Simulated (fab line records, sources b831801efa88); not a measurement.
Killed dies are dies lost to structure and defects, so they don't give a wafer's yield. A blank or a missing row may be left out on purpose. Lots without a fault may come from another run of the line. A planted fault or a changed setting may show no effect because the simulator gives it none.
One fault seen from 2 desks | flow gf180mcu | each desk has only its own numbers; what lay behind them comes last

THE METROLOGY DESK
What the gauges read, lot by lot, whatever tool the lot ran on: means of the sampled wafers that have a number. A lot is out of limits, marked OUT, if its mean lies more than 4 standard deviations from the usual mean; the brackets give that distance.
Columns: A = M3_OVL at GF_M3_OVL_MEAS_15, usual 2 nm; B = V3_W_THK at GF_V3_THK_MEAS_25, usual 346 nm
lot  | first seen here | A   | B
L226 | day 20 11:28    | 9   | 343
L228 | day 22 04:32    | 5   | 347
L230 | day 22 13:19    | 1   | 339
L233 | day 23 21:31    | -4  | 351
L235 | day 24 02:31    | 0   | 349
L237 | day 24 12:20    | -12 | 342
L238 | day 25 00:07    | 6   | 350
L239 | day 25 17:46    | 2   | 348
L240 | day 25 19:10    | -1  | 339
L241 | day 26 05:43    | 2   | 343
L245 | day 27 09:19    | 6   | 350
L247 | day 27 22:25    | -5  | 348
L249 | day 28 14:44    | 10  | 350
This desk's finding: nothing out of limits on any of the 13 lots.

THE TOOL OWNER'S DESK: rie_diel-02
The tool's own readings at GF_V3_ETCH_17 (etches SiO2 in C4F8/O2/Ar, stops on TiN, target depth 635 nm): means of the sampled wafers that have a number, for each lot that ran on this tool. A lot is out of limits, marked OUT, if its mean lies more than 4 standard deviations from the usual mean; the brackets give that distance.
Columns: A = bias_w at GF_V3_ETCH_17, usual 1200 W; B = oes_product_au at GF_V3_ETCH_17, usual 0.856 a.u.
lot  | first seen here | A              | B
L230 | day 23 14:00    | 1200           | 0.853
L233 | day 24 22:00    | 1201           | 0.852
L235 | day 25 02:00    | 1200           | 0.852
L238 | day 26 00:00    | 1200           | 0.855
L239 | day 26 16:00    | 1202           | 0.862
L241 | day 27 05:00    | 1415 (+63) OUT | 0.856
L247 | day 28 18:00    | 1414 (+63) OUT | 0.856
This desk's finding: out of limits on L241, L247; first on L241, day 27 05:00 (bias_w at GF_V3_ETCH_17). In limits: L230, L233, L235, L238, L239.

PUT TOGETHER
The tool owner's desk could have raised an alarm at day 27 05:00, on L241, L247.
The metrology desk saw nothing out of limits.
The metrology desk has L241, L247 on record, within its limits.
Of the lots named, all ran GF_V3_ETCH_17 on rie_diel-02.

WHAT THE SIMULATOR HAD PUT IN
Process parameter drift: rie_diel-02, from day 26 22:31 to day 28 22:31, at GF_V3_ETCH_17. Setting bias_w, moved by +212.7, from 1200. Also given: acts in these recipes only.
Lots struck among those shown: L241, L247.
Hours from the fault's start to each desk's first reading out of limits: the tool owner's desk, 6.
